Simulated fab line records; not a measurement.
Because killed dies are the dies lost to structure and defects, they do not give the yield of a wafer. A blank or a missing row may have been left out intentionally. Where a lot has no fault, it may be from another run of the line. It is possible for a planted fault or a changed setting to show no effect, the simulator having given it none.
fab line records -- flow gf180mcu -- part 1 of 2: steps 1 to 25 of 35
[record] lots = 5, wafers = 15, last_day = 34
route steps=602 shown V1@353 M2@362 V2@382
lots untouched by any fault: they come from a run of this same line in which no faults occurred
start_h: start of the lot's first displayed wafer, in hours after the record's first day -- wait_h: time in hours since the lot's previous step -- " as in the row above -- L1.1+2: a row that stands for several wafers -- - no value, or no start given -- * or withheld: withheld -- < > ~ a bound
route shown NAME@n: NAME is a module with steps in the file, n the number in the route of the first one -- usual: mean/standard deviation of fault-free wafers -- same: alike in all rows -- chamber/n: place in a boat -- sites: per-site readings -- _std_site: the values' standard deviation -- _edge_site: the outer-site mean with the inner-site mean subtracted -- radius_mm: how far each site lies from the wafer's centre -- mask NAME#n: copy n -- behind: tool/chamber where the wafer was last shaped -- hold: why the lot went on hold/how many hours it stayed there/how the hold came to an end -- device: which transistor (n, p or np) failed to switch -- end of line: tests of these same wafers at the route's end -- a step given without rows: its recipe and nothing more -- killed: dies that structure and defects cost at the first sort, which is not the same as the wafer's yield -- map: a wafer's dies, marking killed ones x, the rest . and places with no die _
set.NAME: setting as actually run; set.NAME@STEP: the setting as run at that earlier step -- model.NAME: the simulator's own value behind a step, which no gauge read
lots at selected steps of the route; one table per step, one row per wafer
services: when a tool's chamber went out of use (start_h, in hours from the record's first day, below 0 if earlier), for how many hours, and the reason
[[steps]]
[step GF_V1_STRIP_18]
[recipe] chemistry = O2/N2, power_w = 1400, pressure_mtorr = 1500, platen_temp_c = 250, o2_flow_sccm = 3000, n2_flow_sccm = 300, overash_fraction = 0.5
[usual] drypump_motor_current_A = 5.8/0.33, heater_power_w = 324/23, oes_product_au = 0.593/0.0046
lot.wafer,tool,chamber,start_h,wait_h,drypump_motor_current_A,heater_power_w,oes_product_au,rf_hours_counter_h
L075.4,plasma_asher-02,0,395.35,-,5.9,314,0.596,-
L075.5,plasma_asher-02,0,395.35,-,5.9,309,0.595,-
L075.6,plasma_asher-02,1,395.35,-,6.1,331,0.593,-
L083.3,plasma_asher-04,0,512.75,-,5.2,367,0.593,-
L083.4,plasma_asher-04,1,512.75,-,5.6,306,0.589,-
L083.6,plasma_asher-04,1,512.75,-,5.6,297,0.591,-
L088.2,plasma_asher-01,1,549.57,-,6.0,294,0.594,43
L088.3,plasma_asher-01,1,549.57,-,6.0,305,0.586,-
L088.5,plasma_asher-01,0,549.57,-,5.4,347,0.588,-
L093.1,plasma_asher-01,0,595.55,-,5.3,334,0.591,46
L093.3,plasma_asher-01,0,595.55,-,5.3,345,0.591,-
L093.4,plasma_asher-01,1,595.55,-,6.0,301,0.598,-
L096.1,plasma_asher-02,0,614.52,-,5.9,299,0.588,110
L096.3,plasma_asher-02,0,614.52,-,5.9,304,0.596,-
L096.4,plasma_asher-02,1,614.52,-,6.1,330,0.598,-
[step GF_V1_STRIP_19]
[recipe] chemistry = post_etch_residue_remover, time_s = 1200, temp_c = 72.5
[usual] bath_guard_temp_C = 72.1/0.63
lot.wafer,tool,chamber,start_h,wait_h,bath_guard_temp_C
L075.4,wet_bench-03,2,395.42,0.0,71.7
L075.5,wet_bench-03,2,395.42,0.0,71.2
L075.6,wet_bench-03,2,395.42,0.0,71.7
L083.3,wet_bench-02,1,512.82,0.0,71.2
L083.4,wet_bench-02,1,512.82,0.0,71.4
L083.6,wet_bench-02,1,512.82,0.0,71.3
L088.2,wet_bench-04,2,549.67,0.1,73.5
L088.3,wet_bench-04,2,549.67,0.1,73.6
L088.5,wet_bench-04,2,549.67,0.1,73.3
L093.1,wet_bench-02,2,595.65,0.1,72.4
L093.3,wet_bench-02,2,595.65,0.1,72.0
L093.4,wet_bench-02,2,595.65,0.1,72.3
L096.1,wet_bench-03,1,614.62,0.1,72.5
L096.3,wet_bench-03,1,614.62,0.1,72.3
L096.4,wet_bench-03,1,614.62,0.1,72.6
[step GF_V1_CLEAN_20]
[recipe] chemistry = DIW, dry = n2_spin
lot.wafer,tool,chamber,start_h,wait_h
L075.4+5+6,wet_bench-04,0,395.76,0.0
L083.3+4+6,wet_bench-03,0,513.16,0.0
L088.2+3+5,wet_bench-03,2,550.01,0.0
L093.1+3+4,wet_bench-04,3,596.00,0.0
L096.1+3+4,wet_bench-02,1,614.99,0.0
[step GF_V1_SPUTTER_21]
[recipe] material = Ti, target_thk_nm = 15, chamber_pressure_pa = 5, power_w = 2500, substrate_temp_c = 200, time_s = 80.02
[usual] throttle_valve_pct = 30.2/0.73
lot.wafer,tool,chamber,start_h,wait_h,throttle_valve_pct
L075.4,pvd_sputter-04,-,395.86,0.0,30.3
L075.5,pvd_sputter-04,-,395.86,0.0,30.0
L075.6,pvd_sputter-04,-,395.86,0.0,31.0
L083.3,pvd_sputter-03,-,513.25,0.0,30.3
L083.4,pvd_sputter-03,-,513.25,0.0,29.1
L083.6,pvd_sputter-03,-,513.25,0.0,30.8
L088.2,pvd_sputter-02,-,550.10,0.0,29.7
L088.3,pvd_sputter-02,-,550.10,0.0,29.2
L088.5,pvd_sputter-02,-,550.10,0.0,30.4
L093.1,pvd_sputter-04,-,596.09,0.0,30.3
L093.3,pvd_sputter-04,-,596.09,0.0,31.0
L093.4,pvd_sputter-04,-,596.09,0.0,29.7
L096.1,pvd_sputter-04,-,615.09,0.0,30.4
L096.3,pvd_sputter-04,-,615.09,0.0,31.2
L096.4,pvd_sputter-04,-,615.09,0.0,30.4
[step GF_V1_SPUTTER_22]
[recipe] material = TiN, target_thk_nm = 10, chamber_pressure_pa = 5, power_w = 4000, time_s = 40
[usual] throttle_valve_pct = 30.3/0.72
lot.wafer,tool,chamber,start_h,wait_h,throttle_valve_pct
L075.4,pvd_sputter-04,-,395.92,0.0,30.6
L075.5,pvd_sputter-04,-,395.92,0.0,30.3
L075.6,pvd_sputter-04,-,395.92,0.0,31.1
L083.3,pvd_sputter-03,-,513.31,0.0,30.5
L083.4,pvd_sputter-03,-,513.31,0.0,29.1
L083.6,pvd_sputter-03,-,513.31,0.0,30.6
L088.2,pvd_sputter-02,-,550.16,0.0,29.7
L088.3,pvd_sputter-02,-,550.16,0.0,29.2
L088.5,pvd_sputter-02,-,550.16,0.0,30.5
L093.1,pvd_sputter-04,-,596.15,0.0,30.5
L093.3,pvd_sputter-04,-,596.15,0.0,31.0
L093.4,pvd_sputter-04,-,596.15,0.0,29.4
L096.1,pvd_sputter-04,-,615.15,0.0,30.6
L096.3,pvd_sputter-04,-,615.15,0.0,31.2
L096.4,pvd_sputter-04,-,615.15,0.0,30.6
[step GF_V1_CVD_23]
[recipe] material = W, target_thk_nm = 350, time_s = 105.05, temp_c = 400, pressure_torr = 40
[usual] heater_power_w = 882/93
lot.wafer,tool,chamber,start_h,wait_h,heater_power_w
L075.4,cvd_w-02,0,396.00,0.1,814
L075.5,cvd_w-02,0,396.00,0.1,826
L075.6,cvd_w-02,1,396.00,0.1,796
L083.3,cvd_w-01,1,513.39,0.1,988
L083.4,cvd_w-01,0,513.39,0.1,908
L083.6,cvd_w-01,0,513.39,0.1,951
L088.2,cvd_w-01,1,550.20,0.0,1026
L088.3,cvd_w-01,1,550.20,0.0,1005
L088.5,cvd_w-01,1,550.20,0.0,1026
L093.1,cvd_w-01,0,596.19,0.0,923
L093.3,cvd_w-01,0,596.19,0.0,927
L093.4,cvd_w-01,1,596.19,0.0,1040
L096.1,cvd_w-02,0,615.19,0.0,799
L096.3,cvd_w-02,0,615.19,0.0,817
L096.4,cvd_w-02,1,615.19,0.0,804
[step GF_V1_RS_MEAS_24]
[recipe] thk_meas_gauge = four-point-probe, reads = W_of_V1_CVD_23+TiN_of_V1_SPUTTER_22+Ti_of_V1_SPUTTER_21
[usual] V1_W_RS = 0.325/0.0044
lot.wafer,tool,chamber,start_h,wait_h,V1_W_RS[ohm/sq]
L075.4,film_metro-01,-,396.14,0.1,0.331
L075.5,film_metro-01,-,396.14,0.1,0.337
L075.6,film_metro-01,-,396.14,0.1,0.328
L083.3,film_metro-04,-,513.50,0.1,0.314
L083.4,film_metro-04,-,513.50,0.1,0.324
L083.6,film_metro-04,-,513.50,0.1,0.321
L088.2,film_metro-01,-,550.33,0.1,0.316
L088.3,film_metro-01,-,550.33,0.1,0.319
L088.5,film_metro-01,-,550.33,0.1,0.316
L093.1,film_metro-03,-,596.30,0.1,0.326
L093.3,film_metro-03,-,596.30,0.1,0.332
L093.4,film_metro-03,-,596.30,0.1,0.320
L096.1,film_metro-04,-,615.30,0.1,0.325
L096.3,film_metro-04,-,615.30,0.1,0.327
L096.4,film_metro-04,-,615.30,0.1,0.329
[step GF_V1_THK_MEAS_25]
[recipe] thk_meas_gauge = xrf, reads = W_of_V1_CVD_23
[usual] V1_W_THK = 359/5.1
lot.wafer,tool,chamber,start_h,wait_h,V1_W_THK[nm]
L075.4,film_metro-01,-,396.23,0.1,350
L075.5,film_metro-01,-,396.23,0.1,345
L075.6,film_metro-01,-,396.23,0.1,356
L083.3,film_metro-04,-,513.60,0.1,370
L083.4,film_metro-04,-,513.60,0.1,360
L083.6,film_metro-04,-,513.60,0.1,362
L088.2,film_metro-01,-,550.44,0.1,369
L088.3,film_metro-01,-,550.44,0.1,367
L088.5,film_metro-01,-,550.44,0.1,369
L093.1,film_metro-03,-,596.42,0.1,355
L093.3,film_metro-03,-,596.42,0.1,351
L093.4,film_metro-03,-,596.42,0.1,363
L096.1,film_metro-04,-,615.42,0.1,357
L096.3,film_metro-04,-,615.42,0.1,354
L096.4,film_metro-04,-,615.42,0.1,353
[step GF_V1_CMP_26]
[recipe] stop_on = SiO2, down_force_psi = 3.5, platen_rpm = 60, t_overpolish_s = 15, target_thk_nm = 0, pad_velocity_m_s = 0.94248
[usual] motor_current_A = 11.1/0.99, overpolish_run_s = 15.000/0.0096, platen_rpm = 60.00/0.034, time_to_endpoint_s = 83/3.3
lot.wafer,tool,chamber,start_h,wait_h,motor_current_A,overpolish_run_s,platen_rpm,time_to_endpoint_s
L075.4,cmp-01,2,396.46,0.2,9.4,15.001,60.04,78
L075.6,cmp-01,1,396.46,0.2,11.2,15.015,60.01,84
L075.5,cmp-01,2,396.46,0.2,9.7,15.017,60.07,79
L083.4,cmp-02,3,513.64,0.0,10.8,15.003,59.96,86
L083.3,cmp-02,2,513.64,0.0,10.8,15.005,60.04,84
L083.6,cmp-02,0,513.64,0.0,12.7,14.999,60.04,82
L088.3,cmp-01,3,550.59,0.1,10.4,15.013,59.99,90
L088.2,cmp-01,0,550.59,0.1,12.2,15.011,59.99,91
L088.5,cmp-01,2,550.59,0.1,9.7,14.994,60.01,86
L093.3,cmp-02,3,596.48,0.0,11.2,15.003,60.03,81
L093.4,cmp-02,1,596.48,0.0,11.5,15.001,60.02,85
L093.1,cmp-02,2,596.48,0.0,11.1,14.991,59.97,80
L096.1,cmp-02,3,615.48,0.1,11.2,14.980,59.98,85
L096.4,cmp-02,0,615.48,0.1,12.5,15.014,59.93,82
L096.3,cmp-02,1,615.48,0.1,11.5,15.000,59.98,84
[step GF_M2_SPUTTER_00]
[recipe] material = Ti, target_thk_nm = 37.5, arriving_ion_energy_ev = 80, substrate_temp_c = 200, chamber_pressure_pa = 2, power_w = 4000, time_s = 150
[usual] throttle_valve_pct = 29.8/0.79
lot.wafer,tool,chamber,start_h,wait_h,throttle_valve_pct
L075.4,pvd_sputter-01,-,396.71,0.2,29.9
L075.5,pvd_sputter-01,-,396.71,0.2,28.9
L075.6,pvd_sputter-01,-,396.71,0.2,29.5
L083.3,pvd_sputter-02,-,513.94,0.1,29.3
L083.4,pvd_sputter-02,-,513.94,0.1,30.4
L083.6,pvd_sputter-02,-,513.94,0.1,30.4
L088.2,pvd_sputter-03,-,550.79,0.1,31.2
L088.3,pvd_sputter-03,-,550.79,0.1,30.6
L088.5,pvd_sputter-03,-,550.79,0.1,30.9
L093.1,pvd_sputter-01,-,596.78,0.1,29.1
L093.3,pvd_sputter-01,-,596.78,0.1,28.3
L093.4,pvd_sputter-01,-,596.78,0.1,29.8
L096.1,pvd_sputter-01,-,615.81,0.3,29.7
L096.3,pvd_sputter-01,-,615.81,0.3,30.0
L096.4,pvd_sputter-01,-,615.81,0.3,29.7
[step GF_M2_SPUTTER_01]
[recipe] material = TiN, target_thk_nm = 30, power_w = 6500, time_s = 25, chamber_pressure_pa = 0.4
[usual] throttle_valve_pct = 29.8/0.79
lot.wafer,tool,chamber,start_h,wait_h,throttle_valve_pct
L075.4,pvd_sputter-01,-,396.81,0.1,29.9
L075.5,pvd_sputter-01,-,396.81,0.1,28.8
L075.6,pvd_sputter-01,-,396.81,0.1,29.9
L083.3,pvd_sputter-02,-,514.04,0.1,29.3
L083.4,pvd_sputter-02,-,514.04,0.1,30.6
L083.6,pvd_sputter-02,-,514.04,0.1,30.2
L088.2,pvd_sputter-03,-,550.89,0.1,31.3
L088.3,pvd_sputter-03,-,550.89,0.1,30.8
L088.5,pvd_sputter-03,-,550.89,0.1,31.4
L093.1,pvd_sputter-01,-,596.88,0.1,29.3
L093.3,pvd_sputter-01,-,596.88,0.1,28.6
L093.4,pvd_sputter-01,-,596.88,0.1,29.9
L096.1,pvd_sputter-01,-,615.91,0.1,29.8
L096.3,pvd_sputter-01,-,615.91,0.1,30.1
L096.4,pvd_sputter-01,-,615.91,0.1,29.2
[step GF_M2_SPUTTER_02]
[recipe] material = AlCu, target_thk_nm = 450, power_w = 10600, time_s = 23.9, chamber_pressure_pa = 0.4
[usual] throttle_valve_pct = 29.9/0.79
lot.wafer,tool,chamber,start_h,wait_h,throttle_valve_pct
L075.4,pvd_sputter-01,-,396.84,0.0,29.8
L075.5,pvd_sputter-01,-,396.84,0.0,28.6
L075.6,pvd_sputter-01,-,396.84,0.0,30.0
L083.3,pvd_sputter-02,-,514.07,0.0,29.4
L083.4,pvd_sputter-02,-,514.07,0.0,30.7
L083.6,pvd_sputter-02,-,514.07,0.0,30.2
L088.2,pvd_sputter-03,-,550.92,0.0,31.5
L088.3,pvd_sputter-03,-,550.92,0.0,31.0
L088.5,pvd_sputter-03,-,550.92,0.0,31.2
L093.1,pvd_sputter-01,-,596.91,0.0,29.1
L093.3,pvd_sputter-01,-,596.91,0.0,29.0
L093.4,pvd_sputter-01,-,596.91,0.0,30.1
L096.1,pvd_sputter-01,-,615.94,0.0,29.9
L096.3,pvd_sputter-01,-,615.94,0.0,30.0
L096.4,pvd_sputter-01,-,615.94,0.0,29.5
[step GF_M2_SPUTTER_03]
[recipe] material = Ti, target_thk_nm = 10, substrate_temp_c = 300, chamber_pressure_pa = 0.3, power_w = 3000, time_s = 6.7
[usual] throttle_valve_pct = 29.8/0.81
lot.wafer,tool,chamber,start_h,wait_h,throttle_valve_pct
L075.4,pvd_sputter-01,-,396.87,0.0,30.1
L075.5,pvd_sputter-01,-,396.87,0.0,28.4
L075.6,pvd_sputter-01,-,396.87,0.0,29.7
L083.3,pvd_sputter-02,-,514.10,0.0,29.3
L083.4,pvd_sputter-02,-,514.10,0.0,30.2
L083.6,pvd_sputter-02,-,514.10,0.0,30.7
L088.2,pvd_sputter-03,-,550.95,0.0,31.2
L088.3,pvd_sputter-03,-,550.95,0.0,30.6
L088.5,pvd_sputter-03,-,550.95,0.0,31.0
L093.1,pvd_sputter-01,-,596.94,0.0,29.5
L093.3,pvd_sputter-01,-,596.94,0.0,28.6
L093.4,pvd_sputter-01,-,596.94,0.0,29.8
L096.1,pvd_sputter-01,-,615.97,0.0,29.6
L096.3,pvd_sputter-01,-,615.97,0.0,30.0
L096.4,pvd_sputter-01,-,615.97,0.0,29.4
[step GF_M2_SPUTTER_04]
[recipe] material = TiN, target_thk_nm = 50, power_w = 6500, time_s = 41.7, chamber_pressure_pa = 0.4
[usual] throttle_valve_pct = 29.8/0.78
lot.wafer,tool,chamber,start_h,wait_h,throttle_valve_pct
L075.4,pvd_sputter-01,-,396.89,0.0,29.7
L075.5,pvd_sputter-01,-,396.89,0.0,28.8
L075.6,pvd_sputter-01,-,396.89,0.0,30.0
L083.3,pvd_sputter-02,-,514.12,0.0,29.5
L083.4,pvd_sputter-02,-,514.12,0.0,30.3
L083.6,pvd_sputter-02,-,514.12,0.0,30.5
L088.2,pvd_sputter-03,-,550.97,0.0,31.3
L088.3,pvd_sputter-03,-,550.97,0.0,30.9
L088.5,pvd_sputter-03,-,550.97,0.0,31.2
L093.1,pvd_sputter-01,-,596.96,0.0,29.4
L093.3,pvd_sputter-01,-,596.96,0.0,28.7
L093.4,pvd_sputter-01,-,596.96,0.0,29.8
L096.1,pvd_sputter-01,-,615.99,0.0,29.9
L096.3,pvd_sputter-01,-,615.99,0.0,30.0
L096.4,pvd_sputter-01,-,615.99,0.0,29.6
[step GF_M2_RS_MEAS_05]
[recipe] thk_meas_gauge = four-point-probe, reads = TiN_of_M2_SPUTTER_04+Ti_of_M2_SPUTTER_03+AlCu_of_M2_SPUTTER_02+TiN_of_M2_SPUTTER_01+Ti_of_M2_SPUTTER_00
[usual] M2_ALCU_RS = 0.0696/0.00065
lot.wafer,tool,chamber,start_h,wait_h,M2_ALCU_RS[ohm/sq]
L075.4,film_metro-01,-,396.99,0.1,0.0701
L075.5,film_metro-01,-,396.99,0.1,0.0695
L075.6,film_metro-01,-,396.99,0.1,0.0703
L083.3,film_metro-02,-,514.20,0.1,0.0694
L083.4,film_metro-02,-,514.20,0.1,0.0700
L083.6,film_metro-02,-,514.20,0.1,0.0702
L088.2,film_metro-03,-,551.03,0.0,0.0702
L088.3,film_metro-03,-,551.03,0.0,0.0701
L088.5,film_metro-03,-,551.03,0.0,0.0705
L093.1,film_metro-03,-,597.00,0.0,0.0697
L093.3,film_metro-03,-,597.00,0.0,0.0699
L093.4,film_metro-03,-,597.00,0.0,0.0704
L096.1,film_metro-01,-,616.03,0.0,0.0701
L096.3,film_metro-01,-,616.03,0.0,0.0703
L096.4,film_metro-01,-,616.03,0.0,0.0702
[step GF_M2_THK_MEAS_06]
[recipe] thk_meas_gauge = xrf, reads = AlCu_of_M2_SPUTTER_02
[usual] M2_ALCU_THK = 446/4.7
lot.wafer,tool,chamber,start_h,wait_h,M2_ALCU_THK[nm]
L075.4,film_metro-01,-,397.08,0.1,441
L075.5,film_metro-01,-,397.08,0.1,448
L075.6,film_metro-01,-,397.08,0.1,441
L083.3,film_metro-02,-,514.30,0.1,448
L083.4,film_metro-02,-,514.30,0.1,443
L083.6,film_metro-02,-,514.30,0.1,441
L088.2,film_metro-03,-,551.14,0.1,442
L088.3,film_metro-03,-,551.14,0.1,442
L088.5,film_metro-03,-,551.14,0.1,441
L093.1,film_metro-03,-,597.12,0.1,442
L093.3,film_metro-03,-,597.12,0.1,442
L093.4,film_metro-03,-,597.12,0.1,438
L096.1,film_metro-01,-,616.15,0.1,442
L096.3,film_metro-01,-,616.15,0.1,439
L096.4,film_metro-01,-,616.15,0.1,442
[step GF_M2_DEHYDRATE_07]
[recipe] temp_c = 200, time_s = 60
[usual] resist_line_temp_C = 23.00/0.1
lot.wafer,tool,chamber,start_h,wait_h,resist_line_temp_C
L075.4,litho_track-03,0,408.36,11.3,23.02
L075.5,litho_track-03,0,408.36,11.3,22.97
L075.6,litho_track-03,0,408.36,11.3,23.05
L083.3,litho_track-03,0,525.08,10.8,23.15
L083.4,litho_track-03,0,525.08,10.8,23.19
L083.6,litho_track-03,0,525.08,10.8,23.08
L088.2,litho_track-01,0,561.44,10.3,23.15
L088.3,litho_track-01,0,561.44,10.3,23.12
L088.5,litho_track-01,0,561.44,10.3,23.05
L093.1,litho_track-03,0,606.48,9.4,22.97
L093.3,litho_track-03,0,606.48,9.4,22.98
L093.4,litho_track-03,0,606.48,9.4,23.03
L096.1,litho_track-03,0,625.73,9.6,23.08
L096.3,litho_track-03,0,625.73,9.6,22.89
L096.4,litho_track-03,0,625.73,9.6,22.94
[step GF_M2_HMDS_08]
[recipe] prime_time_s = 60, prime_temp_c = 120
[usual] resist_line_temp_C = 23.00/0.1
[same] prime_time_s = 60
lot.wafer,tool,chamber,start_h,wait_h,resist_line_temp_C
L075.4,litho_track-03,0,408.51,0.1,23.04
L075.5,litho_track-03,0,408.51,0.1,23.09
L075.6,litho_track-03,0,408.51,0.1,23.23
L083.3,litho_track-03,0,525.23,0.1,22.99
L083.4,litho_track-03,0,525.23,0.1,23.15
L083.6,litho_track-03,0,525.23,0.1,22.99
L088.2,litho_track-01,0,561.59,0.1,22.95
L088.3,litho_track-01,0,561.59,0.1,23.02
L088.5,litho_track-01,0,561.59,0.1,22.90
L093.1,litho_track-03,0,606.63,0.1,22.96
L093.3,litho_track-03,0,606.63,0.1,22.93
L093.4,litho_track-03,0,606.63,0.1,23.13
L096.1,litho_track-03,0,625.88,0.1,23.03
L096.3,litho_track-03,0,625.88,0.1,22.99
L096.4,litho_track-03,0,625.88,0.1,22.86
[step GF_M2_COAT_09]
[recipe] resist = KrF, spin_rpm = withheld, resist_thk_nm = 1000
[usual] resist_line_temp_C = 22.99/0.11
lot.wafer,tool,chamber,start_h,wait_h,resist_line_temp_C
L075.4,litho_track-03,0,408.66,0.1,23.07
L075.5,litho_track-03,0,408.66,0.1,23.09
L075.6,litho_track-03,0,408.66,0.1,23.12
L083.3,litho_track-03,0,525.38,0.1,23.00
L083.4,litho_track-03,0,525.38,0.1,22.91
L083.6,litho_track-03,0,525.38,0.1,22.73
L088.2,litho_track-01,0,561.74,0.1,22.90
L088.3,litho_track-01,0,561.74,0.1,22.82
L088.5,litho_track-01,0,561.74,0.1,22.87
L093.1,litho_track-03,0,606.78,0.1,23.08
L093.3,litho_track-03,0,606.78,0.1,23.06
L093.4,litho_track-03,0,606.78,0.1,23.06
L096.1,litho_track-03,0,626.03,0.1,22.93
L096.3,litho_track-03,0,626.03,0.1,23.04
L096.4,litho_track-03,0,626.03,0.1,23.07
[step GF_M2_SOFTBAKE_10]
[recipe] temp_c = 130, time_s = 60, resist = KrF
[usual] resist_line_temp_C = 23.00/0.11
lot.wafer,tool,chamber,start_h,wait_h,resist_line_temp_C
L075.4,litho_track-03,0,408.81,0.1,23.10
L075.5,litho_track-03,0,408.81,0.1,23.05
L075.6,litho_track-03,0,408.81,0.1,22.82
L083.3,litho_track-03,0,525.53,0.1,22.92
L083.4,litho_track-03,0,525.53,0.1,23.04
L083.6,litho_track-03,0,525.53,0.1,22.95
L088.2,litho_track-01,0,561.89,0.1,22.92
L088.3,litho_track-01,0,561.89,0.1,22.82
L088.5,litho_track-01,0,561.89,0.1,23.11
L093.1,litho_track-03,0,606.93,0.1,23.08
L093.3,litho_track-03,0,606.93,0.1,23.12
L093.4,litho_track-03,0,606.93,0.1,23.08
L096.1,litho_track-03,0,626.18,0.1,22.86
L096.3,litho_track-03,0,626.18,0.1,23.01
L096.4,litho_track-03,0,626.18,0.1,22.90
[step GF_M2_EXPOSE_11]
[recipe] mask_id = Metal2, target_cd_nm = 280, na = 0.68, source_shape = conventional, sigma_outer = 0.6, dose_mj = 28
lot.wafer,tool,chamber,start_h,wait_h,mask
L075.4+5+6,krf_scanner-02,0,-,-,Metal2#0
L083.3+4+6,krf_scanner-01,0,-,-,Metal2#0
L088.2+3+5,krf_scanner-01,0,-,-,Metal2#0
L093.1+3+4,krf_scanner-01,0,-,-,Metal2#0
L096.1+3+4,krf_scanner-01,0,-,-,Metal2#0
[step GF_M2_PEB_12]
[recipe] peb_temp_c = 135, peb_time_s = 90, resist = KrF
[usual] resist_line_temp_C = 22.99/0.097
lot.wafer,tool,chamber,start_h,wait_h,resist_line_temp_C
L075.4,litho_track-01,0,-,-,23.09
L075.5,litho_track-01,0,-,-,22.94
L075.6,litho_track-01,0,-,-,22.93
L083.3,litho_track-03,0,-,-,23.06
L083.4,litho_track-03,0,-,-,23.03
L083.6,litho_track-03,0,-,-,22.94
L088.2,litho_track-03,0,-,-,23.00
L088.3,litho_track-03,0,-,-,22.94
L088.5,litho_track-03,0,-,-,22.98
L093.1,litho_track-03,0,-,-,22.76
L093.3,litho_track-03,0,-,-,22.97
L093.4,litho_track-03,0,-,-,22.98
L096.1,litho_track-03,0,-,-,22.98
L096.3,litho_track-03,0,-,-,22.83
L096.4,litho_track-03,0,-,-,23.05
[step GF_M2_DEVELOP_13]
[recipe] develop_time_s = 60, dev_temp_c = 21
[usual] developer_temp_C = 21.00/0.11, resist_line_temp_C = 22.97/0.12
lot.wafer,tool,chamber,start_h,wait_h,developer_temp_C,resist_line_temp_C
L075.4,litho_track-01,0,420.45,0.1,20.86,23.08
L075.5,litho_track-01,0,420.45,0.1,20.67,23.10
L075.6,litho_track-01,0,420.45,0.1,20.79,22.98
L083.3,litho_track-03,0,536.68,0.1,21.15,22.87
L083.4,litho_track-03,0,536.68,0.1,20.92,22.92
L083.6,litho_track-03,0,536.68,0.1,21.11,23.05
L088.2,litho_track-03,0,572.76,0.2,20.82,22.98
L088.3,litho_track-03,0,572.76,0.2,21.03,22.87
L088.5,litho_track-03,0,572.76,0.2,21.06,22.94
L093.1,litho_track-03,0,616.38,0.2,20.97,23.08
L093.3,litho_track-03,0,616.38,0.2,20.85,22.93
L093.4,litho_track-03,0,616.38,0.2,21.00,23.03
L096.1,litho_track-03,0,636.03,0.2,20.88,22.95
L096.3,litho_track-03,0,636.03,0.2,21.00,23.13
L096.4,litho_track-03,0,636.03,0.2,20.94,22.96
[step GF_M2_CD_MEAS_14]
[recipe] target_cd_nm = 280
[usual] cd_nm = 279.8/1.2
lot.wafer,tool,chamber,start_h,wait_h,cd_nm
L075.4,cd_sem-02,-,420.58,0.1,279.3
L075.5,cd_sem-02,-,420.58,0.1,279.2
L075.6,cd_sem-02,-,420.58,0.1,279.7
L083.3,cd_sem-01,-,536.82,0.1,278.3
L083.4,cd_sem-01,-,536.82,0.1,278.6
L083.6,cd_sem-01,-,536.82,0.1,278.3
L088.2,cd_sem-02,-,572.90,0.1,280.5
L088.3,cd_sem-02,-,572.90,0.1,280.2
L088.5,cd_sem-02,-,572.90,0.1,280.1
L093.1,cd_sem-01,-,616.53,0.1,281.6
L093.3,cd_sem-01,-,616.53,0.1,281.4
L093.4,cd_sem-01,-,616.53,0.1,281.7
L096.1,cd_sem-02,-,636.18,0.1,280.2
L096.3,cd_sem-02,-,636.18,0.1,280.6
L096.4,cd_sem-02,-,636.18,0.1,279.4
[step GF_M2_OVL_MEAS_15]
[usual] M2_OVL = -1/6.3
lot.wafer,tool,chamber,start_h,wait_h,M2_OVL[nm]
L075.4,overlay-02,-,420.66,0.1,-2
L075.5,overlay-02,-,420.66,0.1,-2
L075.6,overlay-02,-,420.66,0.1,-2
L083.3,overlay-01,-,536.92,0.1,-11
L083.4,overlay-01,-,536.92,0.1,-10
L083.6,overlay-01,-,536.92,0.1,-7
L088.2,overlay-01,-,573.01,0.1,1
L088.3,overlay-01,-,573.01,0.1,0
L088.5,overlay-01,-,573.01,0.1,-4
L093.1,overlay-02,-,616.65,0.1,0
L093.3,overlay-02,-,616.65,0.1,4
L093.4,overlay-02,-,616.65,0.1,0
L096.1,overlay-01,-,636.30,0.1,10
L096.3,overlay-01,-,636.30,0.1,5
L096.4,overlay-01,-,636.30,0.1,4
